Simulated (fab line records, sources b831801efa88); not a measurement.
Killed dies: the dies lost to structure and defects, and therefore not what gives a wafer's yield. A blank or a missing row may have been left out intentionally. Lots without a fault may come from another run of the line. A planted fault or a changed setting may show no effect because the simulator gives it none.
fab line records ; flow sky130
record lots=12; wafers=36; lastDay=50
route steps=708 shown LDD_P@258 LOCAL_INTERCONNECT@402 METAL1@439 VIA2@520
lots with no fault: from the same line, run without faults
startH: hours from the record's first day to the start of the lot's first wafer shown ; waitH: hours from the lot's prior step to this one ; " identical to the entry in the row above ; L1.1+2: a single row standing in for several wafers ; - no value, or no start given ; * or withheld: withheld ; < > ~ a bound
route shown NAME@n: NAME is a module with steps in the file, n the number in the route of the first one ; usual: mean/standard deviation of fault-free wafers ; same: alike in all rows ; chamber/n: place in a boat ; sites: per-site readings ; _std_site: how widely they spread, as a standard deviation ; _edge_site: mean of outer sites minus mean of inner sites ; radiusMm: how far each site lies from the wafer's centre ; mask NAME#n: copy n ; behind: tool/chamber where the wafer was last shaped ; hold: why the lot went on hold/how many hours it stayed there/how the hold came to an end ; device: which transistor (n, p or np) failed to switch ; end of line: tests of these same wafers at the route's end ; for a step that has no rows: nothing shown but its recipe ; killed: not the wafer's yield, but the dies lost to structure and defects at the first sort ; map: a wafer's dies, marking killed ones x, the rest . and places with no die _
set.NAME: the setting as run; set.NAME@STEP: as run at that earlier step ; model.NAME: the simulator's own value behind a step, which no gauge read
route steps across a sampled set of lots; one table per step, one row per wafer
services: from which hour (startH, from the record's first day; less than 0 if before it) a tool's chamber was out of use, for how many hours, and why
## steps
# step SKY_LDD_P_SOFTBAKE_03
# recipe tempC=90; timeS=60; resist=NOVOLAK
# usual exhaustPa=45.0/0.91; heaterPowerTotalW=56.60/0.043; plateTempC=90.00/0.13
lot.wafer;tool;chamber;startH;waitH;exhaustPa;heaterPowerTotalW;plateTempC
L519.2;lithoTrack-02;0;428.38;0.1;43.9;56.62;89.98
L519.3;lithoTrack-02;0;428.38;0.1;45.0;56.63;89.86
L519.4;lithoTrack-02;0;428.38;0.1;45.2;56.58;90.14
L521.2;lithoTrack-03;0;441.90;0.1;44.9;56.62;89.97
L521.5;lithoTrack-03;0;441.90;0.1;44.1;56.59;90.00
L521.6;lithoTrack-03;0;441.90;0.1;44.5;56.59;89.88
L522.2;lithoTrack-03;0;456.80;0.1;44.9;56.55;90.06
L522.3;lithoTrack-03;0;456.80;0.1;44.1;56.59;90.01
L522.4;lithoTrack-03;0;456.80;0.1;45.1;56.66;89.86
L523.1;lithoTrack-02;0;462.35;0.1;44.5;56.60;90.15
L523.2;lithoTrack-02;0;462.35;0.1;44.4;56.62;89.89
L523.6;lithoTrack-02;0;462.35;0.1;44.6;56.59;90.09
L525.2;lithoTrack-02;0;471.73;0.1;46.1;56.65;90.08
L525.3;lithoTrack-02;0;471.73;0.1;45.9;56.65;90.05
L525.4;lithoTrack-02;0;471.73;0.1;46.5;56.61;90.17
L530.1;lithoTrack-03;0;529.98;0.1;45.8;56.62;90.04
L530.2;lithoTrack-03;0;529.98;0.1;44.9;56.59;90.01
L530.6;lithoTrack-03;0;529.98;0.1;44.9;56.62;90.08
L531.2;lithoTrack-01;0;576.36;0.1;45.0;54.03;87.18
L531.3;lithoTrack-01;0;576.36;0.1;45.0;54.12;87.02
L531.5;lithoTrack-01;0;576.36;0.1;44.9;54.07;87.12
L536.4;lithoTrack-03;0;578.35;0.1;43.6;56.61;90.06
L536.5;lithoTrack-03;0;578.35;0.1;44.8;56.63;89.94
L536.6;lithoTrack-03;0;578.35;0.1;44.1;56.58;90.18
L535.1;lithoTrack-01;0;578.89;0.1;45.3;54.10;87.16
L535.2;lithoTrack-01;0;578.89;0.1;46.2;54.03;87.09
L535.6;lithoTrack-01;0;578.89;0.1;45.2;54.08;87.04
L537.2;lithoTrack-02;0;583.43;0.1;44.9;56.61;90.06
L537.3;lithoTrack-02;0;583.43;0.1;44.6;56.65;90.19
L537.4;lithoTrack-02;0;583.43;0.1;44.1;56.59;89.91
L538.1;lithoTrack-03;0;597.08;0.1;44.2;56.64;89.93
L538.3;lithoTrack-03;0;597.08;0.1;44.7;56.63;89.84
L538.6;lithoTrack-03;0;597.08;0.1;45.5;56.53;89.92
L541.1;lithoTrack-02;0;629.00;0.1;45.0;56.59;89.89
L541.2;lithoTrack-02;0;629.00;0.1;45.6;56.69;89.78
L541.5;lithoTrack-02;0;629.00;0.1;45.1;56.60;89.88
# step SKY_LOCAL_INTERCONNECT_STRIP_15
# recipe chemistry=O2/N2; powerW=1400; pressureMtorr=1500; platenTempC=withheld; o2FlowSccm=3000; n2FlowSccm=300; overashFraction=0.5
# usual chamberPressureMTorr=1499.9/1.4; drypumpMotorCurrentA=6.1/0.34; oesProductAu=0.427/0.0047; stripTimeToEndpointS=4.732/0.02
lot.wafer;tool;chamber;startH;waitH;chamberPressureMTorr;drypumpMotorCurrentA;oesProductAu;rfHoursCounterH;stripTimeToEndpointS
L521.2;plasmaAsher-01;1;729.20;0.0;1500.7;5.9;0.434;104;4.742
L521.5;plasmaAsher-01;1;729.20;0.0;1502.5;5.9;0.430;-;4.774
L521.6;plasmaAsher-01;0;729.20;0.0;1499.4;5.4;0.422;-;4.744
L519.2;plasmaAsher-03;1;729.90;0.0;1500.3;5.9;0.425;91;4.737
L519.3;plasmaAsher-03;0;729.90;0.0;1502.2;6.5;0.433;-;4.781
L519.4;plasmaAsher-03;1;729.90;0.0;1500.1;5.9;0.425;-;4.741
L522.2;plasmaAsher-04;0;740.95;0.0;1499.2;6.3;0.431;30;4.725
L522.3;plasmaAsher-04;1;740.95;0.0;1500.6;6.2;0.439;-;4.738
L522.4;plasmaAsher-04;0;740.95;0.0;1500.4;6.3;0.425;-;4.730
L523.1;plasmaAsher-01;0;743.68;0.0;1498.9;5.4;0.429;0;4.735
L523.2;plasmaAsher-01;1;743.68;0.0;1498.9;5.9;0.423;0;4.689
L523.6;plasmaAsher-01;0;743.68;0.0;1501.8;5.4;0.433;-;4.704
L525.2;plasmaAsher-03;0;753.55;0.0;1499.5;6.5;0.425;94;4.690
L525.3;plasmaAsher-03;0;753.55;0.0;1499.5;6.5;0.428;-;4.730
L525.4;plasmaAsher-03;1;753.55;0.0;1500.5;5.9;0.427;-;4.711
L530.1;plasmaAsher-01;1;802.16;0.0;1501.3;5.9;0.425;5;4.770
L530.2;plasmaAsher-01;0;802.16;0.0;1499.9;5.4;0.426;5;4.753
L530.6;plasmaAsher-01;0;802.16;0.0;1501.5;5.4;0.430;-;4.763
L531.2;plasmaAsher-03;1;846.80;0.0;1498.5;6.0;0.422;104;4.730
L531.3;plasmaAsher-03;0;846.80;0.0;1499.8;6.5;0.434;-;4.732
L531.5;plasmaAsher-03;0;846.80;0.0;1502.6;6.5;0.425;-;4.734
L536.4;plasmaAsher-04;1;849.10;0.1;1499.7;6.2;0.426;-;4.727
L536.5;plasmaAsher-04;1;849.10;0.1;1501.4;6.2;0.427;-;4.713
L536.6;plasmaAsher-04;0;849.10;0.1;1502.4;6.3;0.424;-;4.741
L535.1;plasmaAsher-01;0;850.25;0.0;1499.7;5.4;0.421;9;4.708
L535.2;plasmaAsher-01;1;850.25;0.0;1501.9;5.9;0.422;9;4.715
L535.6;plasmaAsher-01;1;850.25;0.0;1500.6;5.9;0.427;-;4.732
L537.2;plasmaAsher-01;0;852.81;0.0;1497.1;5.4;0.429;9;4.725
L537.3;plasmaAsher-01;0;852.81;0.0;1501.2;5.4;0.431;-;4.703
L537.4;plasmaAsher-01;1;852.81;0.0;1500.2;5.9;0.429;-;4.734
L538.1;plasmaAsher-03;0;866.10;0.0;1499.6;6.5;0.425;106;4.710
L538.3;plasmaAsher-03;0;866.10;0.0;1496.1;6.5;0.433;-;4.713
L538.6;plasmaAsher-03;1;866.10;0.0;1498.7;6.0;0.428;-;4.734
L541.1;plasmaAsher-04;0;895.71;0.0;1499.1;6.2;0.426;46;4.719
L541.2;plasmaAsher-04;1;895.71;0.0;1497.5;6.2;0.429;46;4.710
L541.5;plasmaAsher-04;0;895.71;0.0;1499.7;6.2;0.429;-;4.758
# step SKY_METAL1_RS_MEAS_05
# recipe thkMeasGauge=four-point-probe; reads=TiN_of_METAL1_SPUTTER_04+Ti_of_METAL1_SPUTTER_03+AlCu_of_METAL1_SPUTTER_02+TiN_of_METAL1_SPUTTER_01+Ti_of_METAL1_SPUTTER_00
# usual METAL1_ALCU_RS=0.1263/0.00097
lot.wafer;tool;chamber;startH;waitH;METAL1_ALCU_RS[ohm/sq]
L521.2;filmMetro-01;-;759.20;0.0;0.1262
L521.5;filmMetro-01;-;759.20;0.0;0.1263
L521.6;filmMetro-01;-;759.20;0.0;0.1264
L519.2;filmMetro-04;-;760.91;0.0;0.1268
L519.3;filmMetro-04;-;760.91;0.0;0.1269
L519.4;filmMetro-04;-;760.91;0.0;0.1263
L522.2;filmMetro-04;-;771.67;0.0;0.1264
L522.3;filmMetro-04;-;771.67;0.0;0.1263
L522.4;filmMetro-04;-;771.67;0.0;0.1268
L523.1;filmMetro-04;-;774.77;0.0;0.1253
L523.2;filmMetro-04;-;774.77;0.0;0.1263
L523.6;filmMetro-04;-;774.77;0.0;0.1246
L525.2;filmMetro-01;-;783.37;0.0;0.1261
L525.3;filmMetro-01;-;783.37;0.0;0.1250
L525.4;filmMetro-01;-;783.37;0.0;0.1254
L530.1;filmMetro-03;-;831.78;0.0;0.1261
L530.2;filmMetro-03;-;831.78;0.0;0.1279
L530.6;filmMetro-03;-;831.78;0.0;0.1268
L531.2;filmMetro-03;-;876.74;0.0;0.1275
L531.3;filmMetro-03;-;876.74;0.0;0.1273
L531.5;filmMetro-03;-;876.74;0.0;0.1265
L536.4;filmMetro-03;-;878.70;0.1;0.1246
L536.5;filmMetro-03;-;878.70;0.1;0.1262
L536.6;filmMetro-03;-;878.70;0.1;0.1266
L535.1;filmMetro-03;-;879.94;0.0;0.1271
L535.2;filmMetro-03;-;879.94;0.0;0.1269
L535.6;filmMetro-03;-;879.94;0.0;0.1280
L537.2;filmMetro-03;-;881.74;0.0;0.1279
L537.3;filmMetro-03;-;881.74;0.0;0.1264
L537.4;filmMetro-03;-;881.74;0.0;0.1273
L538.1;filmMetro-03;-;894.66;0.0;0.1271
L538.3;filmMetro-03;-;894.66;0.0;0.1265
L538.6;filmMetro-03;-;894.66;0.0;0.1275
L541.1;filmMetro-03;-;923.75;0.0;0.1249
L541.2;filmMetro-03;-;923.75;0.0;0.1244
L541.5;filmMetro-03;-;923.75;0.0;0.1257
# step SKY_VIA2_OVL_MEAS_13
# usual VIA2_OVL=3/4.9
lot.wafer;tool;chamber;startH;waitH;VIA2_OVL[nm]
L521.2;overlay-02;-;870.70;0.1;-7
L521.5;overlay-02;-;870.70;0.1;2
L521.6;overlay-02;-;870.70;0.1;-7
L519.2;overlay-02;-;872.01;0.1;9
L519.3;overlay-02;-;872.01;0.1;6
L519.4;overlay-02;-;872.01;0.1;-1
L522.2;overlay-01;-;882.88;0.1;8
L522.3;overlay-01;-;882.88;0.1;0
L522.4;overlay-01;-;882.88;0.1;3
L523.1;overlay-02;-;883.90;0.1;3
L523.2;overlay-02;-;883.90;0.1;-6
L523.6;overlay-02;-;883.90;0.1;-3
L525.2;overlay-01;-;895.06;0.1;-6
L525.3;overlay-01;-;895.06;0.1;10
L525.4;overlay-01;-;895.06;0.1;-5
L530.1;overlay-01;-;938.07;0.1;2
L530.2;overlay-01;-;938.07;0.1;-7
L530.6;overlay-01;-;938.07;0.1;-4
L531.2;overlay-01;-;980.30;0.1;-1
L531.3;overlay-01;-;980.30;0.1;4
L531.5;overlay-01;-;980.30;0.1;6
L536.4;overlay-02;-;982.17;0.1;3
L536.5;overlay-02;-;982.17;0.1;4
L536.6;overlay-02;-;982.17;0.1;3
L535.1;overlay-01;-;984.55;0.1;10
L535.2;overlay-01;-;984.55;0.1;-1
L535.6;overlay-01;-;984.55;0.1;3
L537.2;overlay-01;-;985.48;0.1;-8
L537.3;overlay-01;-;985.48;0.1;7
L537.4;overlay-01;-;985.48;0.1;4
L538.1;overlay-02;-;993.87;0.1;4
L538.3;overlay-02;-;993.87;0.1;4
L538.6;overlay-02;-;993.87;0.1;5
L541.1;overlay-01;-;1023.80;0.1;-2
L541.2;overlay-01;-;1023.80;0.1;11
L541.5;overlay-01;-;1023.80;0.1;7
## services
tool;chamber;startH;hours;kind
plasmaAsher-04;-;421.32;9.0;pm
plasmaAsher-04;0;421.32;9.0;ventCycle
plasmaAsher-03;-;432.01;1.0;repair
plasmaAsher-04;-;441.73;4.0;pm
plasmaAsher-01;-;458.54;4.7;repair
plasmaAsher-04;-;503.88;1.1;repair
plasmaAsher-01;-;505.72;2.1;repair
plasmaAsher-01;-;562.19;1.4;repair
plasmaAsher-04;-;585.88;5.4;repair
plasmaAsher-01;-;608.70;2.4;repair
lithoTrack-03;-;611.52;-;consumableReplace:filter
plasmaAsher-04;-;621.25;11.8;repair
plasmaAsher-01;-;733.75;9.0;pm
plasmaAsher-01;0;733.75;9.0;ventCycle
plasmaAsher-01;1;733.75;9.0;ventCycle
plasmaAsher-01;0;742.75;-;clean
plasmaAsher-01;1;742.75;-;clean
plasmaAsher-01;-;765.25;1.5;repair
plasmaAsher-01;-;805.35;11.7;repair
plasmaAsher-01;-;805.63;1.6;repair
plasmaAsher-01;-;812.21;0.4;repair
plasmaAsher-04;-;840.38;3.2;repair
plasmaAsher-03;-;868.46;1.5;repair
plasmaAsher-01;-;887.01;5.1;repair
## key
firstSign step=SKY_LDD_P_SOFTBAKE_03; reading=heaterPowerTotalW; direction=down; sigmas=58; usual=*; struck=*
effect step=SKY_LDD_P_SOFTBAKE_03; reading=plateTempC; direction=down; sigmas=22; usual=*; struck=*
metAt SKY_LDD_P_SOFTBAKE_03
struckLots L531,L535
testerLeftOut L531,L535
notActingAt SKY_LOCAL_INTERCONNECT_STRIP_15,SKY_METAL1_RS_MEAS_05,SKY_VIA2_OVL_MEAS_13
fault kind=processParameterDrift; tool=lithoTrack-01; chamber=-; onsetH=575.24; steps=SKY_LDD_P_SOFTBAKE_03; channel=tempC; offset=*; shape=step; endH=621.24; actsIn=*; stated=*
# testerLeftOut: of these lots the tester's yield and bins aren't shown, on N5 and GAA mostly nor the transistor test; their killed dies are dies lost to structure and defects alone, not to doping, threshold or leakage, so they don't give the yield
